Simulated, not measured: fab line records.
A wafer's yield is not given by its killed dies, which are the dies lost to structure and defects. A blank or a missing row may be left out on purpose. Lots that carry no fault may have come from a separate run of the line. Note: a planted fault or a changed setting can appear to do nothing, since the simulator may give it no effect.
fab line records :: flow sky130 :: part 2 of 2: steps 31 to 42 of 42
record:
  lots: 5
  wafers: 15
  last_day: 50
route steps=708 shown LDD_LDN@292 SPACER@304 POLY_CUT@307 SD_P@320 RES_XHIGH@332
lots that met no fault: from a run of the same line without faults
start_h: the number of hours between the record's first day and the start of the first shown wafer of the lot :: wait_h: hours from the lot's prior step to this one :: " the same as in the row above :: L1.1+2: a single row standing in for several wafers :: - no value, or no start given :: * or withheld: withheld :: < > ~ a bound
route shown NAME@n: NAME is a module with steps in the file, n the number in the route of the first one :: usual: mean and standard deviation over wafers with no fault :: same: alike in all rows :: chamber/n: place in a boat :: sites: the reading at each site :: _std_site: the values' standard deviation :: _edge_site: mean of outer sites minus mean of inner sites :: radius_mm: how far each site lies from the wafer's centre :: mask NAME#n: copy n :: behind: the last tool/chamber to shape the wafer :: hold: reason for holding the lot/hours on hold/outcome of the hold :: device: the n, p or np transistor that did not switch :: end of line: tests run on the same wafers once the route is complete :: a step with no rows: only its recipe :: killed: dies that structure and defects cost at the first sort, which is not the same as the wafer's yield :: map: per-die view of a wafer (x killed, . not killed, _ where there is no die)
set.NAME: the run value of the setting; set.NAME@STEP: its run value at that earlier step :: model.NAME: the simulator's own value behind a step, which no gauge read
lots at selected steps of the route; one table per step, one row per wafer
services: the hour from which a tool's chamber was out of use, counted from the record's first day as start_h (under 0 if before that day), plus the number of hours and why
== steps ==
step: SKY_SD_P_COAT_02
recipe:
  resist: NOVOLAK
  spin_rpm: 3000
  resist_thk_nm: 1140
usual:
  spin_speed_rpm: 2999.9/2.2
lot.wafer: L074.2
tool: litho_track-01
chamber: 0
start_h: 580.03
wait_h: 0.1
spin_speed_rpm: 3002.9

lot.wafer: L074.4
tool: litho_track-01
chamber: 0
start_h: 580.03
wait_h: 0.1
spin_speed_rpm: 3002.6

lot.wafer: L074.6
tool: litho_track-01
chamber: 0
start_h: 580.03
wait_h: 0.1
spin_speed_rpm: 3004.9

lot.wafer: L076.2
tool: litho_track-02
chamber: 0
start_h: 599.08
wait_h: 0.1
spin_speed_rpm: 3003.2

lot.wafer: L076.3
tool: litho_track-02
chamber: 0
start_h: 599.08
wait_h: 0.1
spin_speed_rpm: 2997.3

lot.wafer: L076.5
tool: litho_track-02
chamber: 0
start_h: 599.08
wait_h: 0.1
spin_speed_rpm: 3003.6

lot.wafer: L083.3
tool: litho_track-01
chamber: 0
start_h: 651.35
wait_h: 0.1
spin_speed_rpm: 3003.4

lot.wafer: L083.4
tool: litho_track-01
chamber: 0
start_h: 651.35
wait_h: 0.1
spin_speed_rpm: 3001.3

lot.wafer: L083.6
tool: litho_track-01
chamber: 0
start_h: 651.35
wait_h: 0.1
spin_speed_rpm: 3001.2

lot.wafer: L094.1
tool: litho_track-01
chamber: 0
start_h: 736.60
wait_h: 0.1
spin_speed_rpm: 2998.5

lot.wafer: L094.4
tool: litho_track-01
chamber: 0
start_h: 736.60
wait_h: 0.1
spin_speed_rpm: 2998.0

lot.wafer: L094.5
tool: litho_track-01
chamber: 0
start_h: 736.60
wait_h: 0.1
spin_speed_rpm: 2997.5

lot.wafer: L095.2
tool: litho_track-01
chamber: 0
start_h: 740.28
wait_h: 0.1
spin_speed_rpm: 2998.5

lot.wafer: L095.4
tool: litho_track-01
chamber: 0
start_h: 740.28
wait_h: 0.1
spin_speed_rpm: 3001.1

lot.wafer: L095.6
tool: litho_track-01
chamber: 0
start_h: 740.28
wait_h: 0.1
spin_speed_rpm: 2997.8
step: SKY_SD_P_SOFTBAKE_03
recipe:
  temp_c: 90
  time_s: 60
  resist: NOVOLAK
lot.wafer: L074.2+4+6
tool: litho_track-01
chamber: 0
start_h: 580.18
wait_h: 0.1

lot.wafer: L076.2+3+5
tool: litho_track-02
chamber: 0
start_h: 599.23
wait_h: 0.1

lot.wafer: L083.3+4+6
tool: litho_track-01
chamber: 0
start_h: 651.50
wait_h: 0.1

lot.wafer: L094.1+4+5
tool: litho_track-01
chamber: 0
start_h: 736.75
wait_h: 0.1

lot.wafer: L095.2+4+6
tool: litho_track-01
chamber: 0
start_h: 740.43
wait_h: 0.1
step: SKY_SD_P_EXPOSE_04
recipe:
  mask_id: PSDM
  na: 0.6
  source_shape: conventional
  sigma_outer: 0.6
  polarization: unpolarized
  target_cd_nm: 380
  dose_mj: 138
usual:
  focus_offset_nm: -0.1/0.51
lot.wafer: L074.2
tool: iline_stepper-02
chamber: 0
start_h: -
wait_h: -
mask: PSDM#0
focus_offset_nm: 0.3

lot.wafer: L074.4
tool: iline_stepper-02
chamber: 0
start_h: -
wait_h: -
mask: PSDM#0
focus_offset_nm: -1.1

lot.wafer: L074.6
tool: iline_stepper-02
chamber: 0
start_h: -
wait_h: -
mask: PSDM#0
focus_offset_nm: 0.1

lot.wafer: L076.2
tool: iline_stepper-02
chamber: 0
start_h: -
wait_h: -
mask: PSDM#0
focus_offset_nm: 0.0

lot.wafer: L076.3
tool: iline_stepper-02
chamber: 0
start_h: -
wait_h: -
mask: PSDM#0
focus_offset_nm: -0.5

lot.wafer: L076.5
tool: iline_stepper-02
chamber: 0
start_h: -
wait_h: -
mask: PSDM#0
focus_offset_nm: -0.3

lot.wafer: L083.3
tool: iline_stepper-01
chamber: 0
start_h: -
wait_h: -
mask: PSDM#0
focus_offset_nm: -0.6

lot.wafer: L083.4
tool: iline_stepper-01
chamber: 0
start_h: -
wait_h: -
mask: PSDM#0
focus_offset_nm: -0.5

lot.wafer: L083.6
tool: iline_stepper-01
chamber: 0
start_h: -
wait_h: -
mask: PSDM#0
focus_offset_nm: 0.0

lot.wafer: L094.1
tool: iline_stepper-02
chamber: 0
start_h: -
wait_h: -
mask: PSDM#0
focus_offset_nm: -0.4

lot.wafer: L094.4
tool: iline_stepper-02
chamber: 0
start_h: -
wait_h: -
mask: PSDM#0
focus_offset_nm: -0.3

lot.wafer: L094.5
tool: iline_stepper-02
chamber: 0
start_h: -
wait_h: -
mask: PSDM#0
focus_offset_nm: 0.2

lot.wafer: L095.2
tool: iline_stepper-02
chamber: 0
start_h: -
wait_h: -
mask: PSDM#0
focus_offset_nm: -0.5

lot.wafer: L095.4
tool: iline_stepper-02
chamber: 0
start_h: -
wait_h: -
mask: PSDM#0
focus_offset_nm: 0.5

lot.wafer: L095.6
tool: iline_stepper-02
chamber: 0
start_h: -
wait_h: -
mask: PSDM#0
focus_offset_nm: -0.5
step: SKY_SD_P_PEB_05
recipe:
  temp_c: withheld
  time_s: *
  resist: NOVOLAK
lot.wafer: L074.2+4+6
tool: litho_track-01
chamber: 0
start_h: -
wait_h: -

lot.wafer: L076.2+3+5
tool: litho_track-04
chamber: 0
start_h: -
wait_h: -

lot.wafer: L083.3+4+6
tool: litho_track-01
chamber: 0
start_h: -
wait_h: -

lot.wafer: L094.1+4+5
tool: litho_track-01
chamber: 0
start_h: -
wait_h: -

lot.wafer: L095.2+4+6
tool: litho_track-02
chamber: 0
start_h: -
wait_h: -
step: SKY_SD_P_DEVELOP_06
recipe:
  resist: NOVOLAK
  developer: TMAH
  develop_time_s: 60
  dev_temp_c: 23
lot.wafer: L074.2+4+6
tool: litho_track-01
chamber: 0
start_h: 595.13
wait_h: 0.1

lot.wafer: L076.2+3+5
tool: litho_track-04
chamber: 0
start_h: 613.68
wait_h: 0.1

lot.wafer: L083.3+4+6
tool: litho_track-01
chamber: 0
start_h: 664.75
wait_h: 0.1

lot.wafer: L094.1+4+5
tool: litho_track-01
chamber: 0
start_h: 748.90
wait_h: 0.1

lot.wafer: L095.2+4+6
tool: litho_track-02
chamber: 0
start_h: 752.73
wait_h: 0.1
step: SKY_SD_P_CD_MEAS_07
recipe:
  target_cd_nm: 380
usual:
  cd_nm: 381.2/2.4
lot.wafer: L074.2
tool: cd_sem-02
chamber: -
start_h: 595.27
wait_h: 0.1
cd_nm: 382.5

lot.wafer: L074.4
tool: cd_sem-02
chamber: -
start_h: 595.27
wait_h: 0.1
cd_nm: 383.7

lot.wafer: L074.6
tool: cd_sem-02
chamber: -
start_h: 595.27
wait_h: 0.1
cd_nm: 382.8

lot.wafer: L076.2
tool: cd_sem-02
chamber: -
start_h: 613.94
wait_h: 0.2
cd_nm: 379.8

lot.wafer: L076.3
tool: cd_sem-02
chamber: -
start_h: 613.94
wait_h: 0.2
cd_nm: 380.3

lot.wafer: L076.5
tool: cd_sem-02
chamber: -
start_h: 613.94
wait_h: 0.2
cd_nm: 378.3

lot.wafer: L083.3
tool: cd_sem-01
chamber: -
start_h: 664.89
wait_h: 0.1
cd_nm: 381.6

lot.wafer: L083.4
tool: cd_sem-01
chamber: -
start_h: 664.89
wait_h: 0.1
cd_nm: 379.7

lot.wafer: L083.6
tool: cd_sem-01
chamber: -
start_h: 664.89
wait_h: 0.1
cd_nm: 378.9

lot.wafer: L094.1
tool: cd_sem-01
chamber: -
start_h: 749.05
wait_h: 0.1
cd_nm: 381.4

lot.wafer: L094.4
tool: cd_sem-01
chamber: -
start_h: 749.05
wait_h: 0.1
cd_nm: 378.5

lot.wafer: L094.5
tool: cd_sem-01
chamber: -
start_h: 749.05
wait_h: 0.1
cd_nm: 381.1

lot.wafer: L095.2
tool: cd_sem-02
chamber: -
start_h: 752.87
wait_h: 0.1
cd_nm: 382.5

lot.wafer: L095.4
tool: cd_sem-02
chamber: -
start_h: 752.87
wait_h: 0.1
cd_nm: 384.0

lot.wafer: L095.6
tool: cd_sem-02
chamber: -
start_h: 752.87
wait_h: 0.1
cd_nm: 382.2
step: SKY_SD_P_OVL_MEAS_08
usual:
  SD_P_OVL: -0.2/1.4
lot.wafer: L074.2
tool: overlay-01
chamber: -
start_h: 595.38
wait_h: 0.1
SD_P_OVL[nm]: 1.3

lot.wafer: L074.4
tool: overlay-01
chamber: -
start_h: 595.38
wait_h: 0.1
SD_P_OVL[nm]: -0.1

lot.wafer: L074.6
tool: overlay-01
chamber: -
start_h: 595.38
wait_h: 0.1
SD_P_OVL[nm]: 1.9

lot.wafer: L076.2
tool: overlay-01
chamber: -
start_h: 614.05
wait_h: 0.1
SD_P_OVL[nm]: -0.3

lot.wafer: L076.3
tool: overlay-01
chamber: -
start_h: 614.05
wait_h: 0.1
SD_P_OVL[nm]: 0.7

lot.wafer: L076.5
tool: overlay-01
chamber: -
start_h: 614.05
wait_h: 0.1
SD_P_OVL[nm]: 0.4

lot.wafer: L083.3
tool: overlay-02
chamber: -
start_h: 664.99
wait_h: 0.1
SD_P_OVL[nm]: 0.9

lot.wafer: L083.4
tool: overlay-02
chamber: -
start_h: 664.99
wait_h: 0.1
SD_P_OVL[nm]: 0.3

lot.wafer: L083.6
tool: overlay-02
chamber: -
start_h: 664.99
wait_h: 0.1
SD_P_OVL[nm]: -0.1

lot.wafer: L094.1
tool: overlay-01
chamber: -
start_h: 749.17
wait_h: 0.1
SD_P_OVL[nm]: 1.2

lot.wafer: L094.4
tool: overlay-01
chamber: -
start_h: 749.17
wait_h: 0.1
SD_P_OVL[nm]: 0.3

lot.wafer: L094.5
tool: overlay-01
chamber: -
start_h: 749.17
wait_h: 0.1
SD_P_OVL[nm]: 0.1

lot.wafer: L095.2
tool: overlay-01
chamber: -
start_h: 752.98
wait_h: 0.1
SD_P_OVL[nm]: -0.6

lot.wafer: L095.4
tool: overlay-01
chamber: -
start_h: 752.98
wait_h: 0.1
SD_P_OVL[nm]: -1.4

lot.wafer: L095.6
tool: overlay-01
chamber: -
start_h: 752.98
wait_h: 0.1
SD_P_OVL[nm]: -0.4
step: SKY_SD_P_IMPLANT_09
recipe:
  species: BF2
  energy_kev: 20
  dose_cm2: 3e+15
  tilt_deg: 0
same:
  implant_ion_amu: 49
lot.wafer: L074.2+4+6
tool: implanter-02
chamber: 0
start_h: 595.43
wait_h: 0.0

lot.wafer: L076.2+3+5
tool: implanter-04
chamber: 0
start_h: 614.10
wait_h: 0.0

lot.wafer: L083.3+4+6
tool: implanter-04
chamber: 0
start_h: 665.06
wait_h: 0.1

lot.wafer: L094.1+4+5
tool: implanter-04
chamber: 0
start_h: 749.21
wait_h: 0.0

lot.wafer: L095.2+4+6
tool: implanter-03
chamber: 0
start_h: 753.03
wait_h: 0.0
step: SKY_SD_P_STRIP_10
recipe:
  chemistry: O2/N2
  power_w: 1400
  pressure_mtorr: 1500
  platen_temp_c: withheld
  o2_flow_sccm: 3000
  n2_flow_sccm: 300
  overash_fraction: 0.5
usual:
  drypump_motor_current_A: 6.0/0.43
  oes_product_au: 0.617/0.0046
  strip_time_to_endpoint_s: 17.51/0.038
lot.wafer: L074.2
tool: plasma_asher-03
chamber: 0
start_h: 595.56
wait_h: 0.1
drypump_motor_current_A: 5.8
oes_product_au: 0.612
rf_hours_counter_h: 51
strip_time_to_endpoint_s: 17.55

lot.wafer: L074.4
tool: plasma_asher-03
chamber: 1
start_h: 595.56
wait_h: 0.1
drypump_motor_current_A: 5.7
oes_product_au: 0.616
rf_hours_counter_h: -
strip_time_to_endpoint_s: 17.54

lot.wafer: L074.6
tool: plasma_asher-03
chamber: 1
start_h: 595.56
wait_h: 0.1
drypump_motor_current_A: 5.7
oes_product_au: 0.620
rf_hours_counter_h: -
strip_time_to_endpoint_s: 17.54

lot.wafer: L076.2
tool: plasma_asher-03
chamber: 1
start_h: 614.23
wait_h: 0.1
drypump_motor_current_A: 5.7
oes_product_au: 0.618
rf_hours_counter_h: 53
strip_time_to_endpoint_s: 17.51

lot.wafer: L076.3
tool: plasma_asher-03
chamber: 1
start_h: 614.23
wait_h: 0.1
drypump_motor_current_A: 5.8
oes_product_au: 0.613
rf_hours_counter_h: -
strip_time_to_endpoint_s: 17.45

lot.wafer: L076.5
tool: plasma_asher-03
chamber: 0
start_h: 614.23
wait_h: 0.1
drypump_motor_current_A: 5.8
oes_product_au: 0.617
rf_hours_counter_h: -
strip_time_to_endpoint_s: 17.44

lot.wafer: L083.3
tool: plasma_asher-04
chamber: 1
start_h: 665.19
wait_h: 0.1
drypump_motor_current_A: 5.3
oes_product_au: 0.609
rf_hours_counter_h: -
strip_time_to_endpoint_s: 17.51

lot.wafer: L083.4
tool: plasma_asher-04
chamber: 0
start_h: 665.19
wait_h: 0.1
drypump_motor_current_A: 6.0
oes_product_au: 0.620
rf_hours_counter_h: -
strip_time_to_endpoint_s: 17.48

lot.wafer: L083.6
tool: plasma_asher-04
chamber: 1
start_h: 665.19
wait_h: 0.1
drypump_motor_current_A: 5.3
oes_product_au: 0.624
rf_hours_counter_h: -
strip_time_to_endpoint_s: 17.52

lot.wafer: L094.1
tool: plasma_asher-01
chamber: 0
start_h: 749.36
wait_h: 0.1
drypump_motor_current_A: 6.2
oes_product_au: 0.617
rf_hours_counter_h: 1
strip_time_to_endpoint_s: 17.53

lot.wafer: L094.4
tool: plasma_asher-01
chamber: 0
start_h: 749.36
wait_h: 0.1
drypump_motor_current_A: 6.1
oes_product_au: 0.614
rf_hours_counter_h: -
strip_time_to_endpoint_s: 17.55

lot.wafer: L094.5
tool: plasma_asher-01
chamber: 1
start_h: 749.36
wait_h: 0.1
drypump_motor_current_A: 6.7
oes_product_au: 0.615
rf_hours_counter_h: -
strip_time_to_endpoint_s: 17.52

lot.wafer: L095.2
tool: plasma_asher-03
chamber: 1
start_h: 753.16
wait_h: 0.1
drypump_motor_current_A: 5.7
oes_product_au: 0.617
rf_hours_counter_h: 67
strip_time_to_endpoint_s: 17.52

lot.wafer: L095.4
tool: plasma_asher-03
chamber: 0
start_h: 753.16
wait_h: 0.1
drypump_motor_current_A: 5.8
oes_product_au: 0.620
rf_hours_counter_h: -
strip_time_to_endpoint_s: 17.47

lot.wafer: L095.6
tool: plasma_asher-03
chamber: 0
start_h: 753.16
wait_h: 0.1
drypump_motor_current_A: 5.8
oes_product_au: 0.613
rf_hours_counter_h: -
strip_time_to_endpoint_s: 17.52
step: SKY_SD_P_TW_MEAS_11
usual:
  SD_P_TW: 2833/22
lot.wafer: L074.2
tool: film_metro-04
chamber: -
start_h: 595.67
wait_h: 0.1
SD_P_TW: 2867

lot.wafer: L074.4
tool: film_metro-04
chamber: -
start_h: 595.67
wait_h: 0.1
SD_P_TW: 2866

lot.wafer: L074.6
tool: film_metro-04
chamber: -
start_h: 595.67
wait_h: 0.1
SD_P_TW: 2871

lot.wafer: L076.2
tool: film_metro-04
chamber: -
start_h: 614.34
wait_h: 0.1
SD_P_TW: 2859

lot.wafer: L076.3
tool: film_metro-04
chamber: -
start_h: 614.34
wait_h: 0.1
SD_P_TW: 2849

lot.wafer: L076.5
tool: film_metro-04
chamber: -
start_h: 614.34
wait_h: 0.1
SD_P_TW: 2854

lot.wafer: L083.3
tool: film_metro-01
chamber: -
start_h: 665.28
wait_h: 0.1
SD_P_TW: 2812

lot.wafer: L083.4
tool: film_metro-01
chamber: -
start_h: 665.28
wait_h: 0.1
SD_P_TW: 2816

lot.wafer: L083.6
tool: film_metro-01
chamber: -
start_h: 665.28
wait_h: 0.1
SD_P_TW: 2795

lot.wafer: L094.1
tool: film_metro-03
chamber: -
start_h: 749.64
wait_h: 0.2
SD_P_TW: 2829

lot.wafer: L094.4
tool: film_metro-03
chamber: -
start_h: 749.64
wait_h: 0.2
SD_P_TW: 2842

lot.wafer: L094.5
tool: film_metro-03
chamber: -
start_h: 749.64
wait_h: 0.2
SD_P_TW: 2851

lot.wafer: L095.2
tool: film_metro-04
chamber: -
start_h: 753.27
wait_h: 0.1
SD_P_TW: 2836

lot.wafer: L095.4
tool: film_metro-04
chamber: -
start_h: 753.27
wait_h: 0.1
SD_P_TW: 2837

lot.wafer: L095.6
tool: film_metro-04
chamber: -
start_h: 753.27
wait_h: 0.1
SD_P_TW: 2844
step: SKY_RES_XHIGH_DEHYDRATE_00
recipe:
  temp_c: 200
  time_s: 60
lot.wafer: L074.2+4+6
tool: litho_track-03
chamber: 0
start_h: 609.87
wait_h: 14.2

lot.wafer: L076.2+3+5
tool: litho_track-02
chamber: 0
start_h: 628.03
wait_h: 13.7

lot.wafer: L083.3+4+6
tool: litho_track-02
chamber: 0
start_h: 679.85
wait_h: 14.6

lot.wafer: L094.1+4+5
tool: litho_track-02
chamber: 0
start_h: 761.45
wait_h: 11.8

lot.wafer: L095.2+4+6
tool: litho_track-04
chamber: 0
start_h: 764.78
wait_h: 11.5
step: SKY_RES_XHIGH_HMDS_01
recipe:
  prime_time_s: 60
  prime_temp_c: 120
lot.wafer: L074.2+4+6
tool: litho_track-03
chamber: 0
start_h: 610.02
wait_h: 0.1

lot.wafer: L076.2+3+5
tool: litho_track-02
chamber: 0
start_h: 628.18
wait_h: 0.1

lot.wafer: L083.3+4+6
tool: litho_track-02
chamber: 0
start_h: 680.00
wait_h: 0.1

lot.wafer: L094.1+4+5
tool: litho_track-02
chamber: 0
start_h: 761.60
wait_h: 0.1

lot.wafer: L095.2+4+6
tool: litho_track-04
chamber: 0
start_h: 764.93
wait_h: 0.1
== services ==
tool: plasma_asher-02
chamber: -
start_h: 504.65
hours: 0.3
kind: repair

tool: implanter-04
chamber: -
start_h: 512.16
hours: 2.8
kind: repair

tool: iline_stepper-02
chamber: -
start_h: 512.35
hours: 2.6
kind: repair

tool: iline_stepper-02
chamber: -
start_h: 516.24
hours: 5.9
kind: repair

tool: plasma_asher-02
chamber: -
start_h: 517.86
hours: 25.1
kind: repair

tool: implanter-01
chamber: -
start_h: 524.46
hours: 6.7
kind: repair

tool: rie_diel-02
chamber: 3
start_h: 544.06
hours: 13.6
kind: repair

tool: iline_stepper-01
chamber: -
start_h: 550.34
hours: 1.7
kind: pm

tool: krf_scanner-01
chamber: -
start_h: 556.57
hours: 0.8
kind: pm

tool: krf_scanner-01
chamber: -
start_h: 570.47
hours: 1.0
kind: pm

tool: iline_stepper-02
chamber: -
start_h: 581.54
hours: 1.7
kind: pm

tool: implanter-04
chamber: -
start_h: 588.37
hours: 1.0
kind: repair

tool: implanter-04
chamber: -
start_h: 592.46
hours: 3.9
kind: repair

tool: iline_stepper-02
chamber: -
start_h: 604.45
hours: 4.4
kind: pm

tool: rie_diel-02
chamber: 3
start_h: 615.49
hours: 12.8
kind: repair

tool: implanter-02
chamber: -
start_h: 624.33
hours: 2.0
kind: repair

tool: implanter-02
chamber: -
start_h: 631.38
hours: 3.4
kind: pm

tool: rie_diel-02
chamber: 3
start_h: 636.02
hours: 2.0
kind: repair

tool: rie_diel-02
chamber: 0
start_h: 638.43
hours: 12.6
kind: repair

tool: implanter-04
chamber: -
start_h: 695.95
hours: 5.0
kind: pm

tool: rie_diel-02
chamber: -
start_h: 718.04
hours: 2.6
kind: repair

tool: implanter-04
chamber: -
start_h: 718.06
hours: 6.1
kind: repair

tool: lpcvd-02
chamber: -
start_h: 726.40
hours: 28.1
kind: pm

tool: rie_diel-02
chamber: -
start_h: 731.35
hours: 2.8
kind: pm
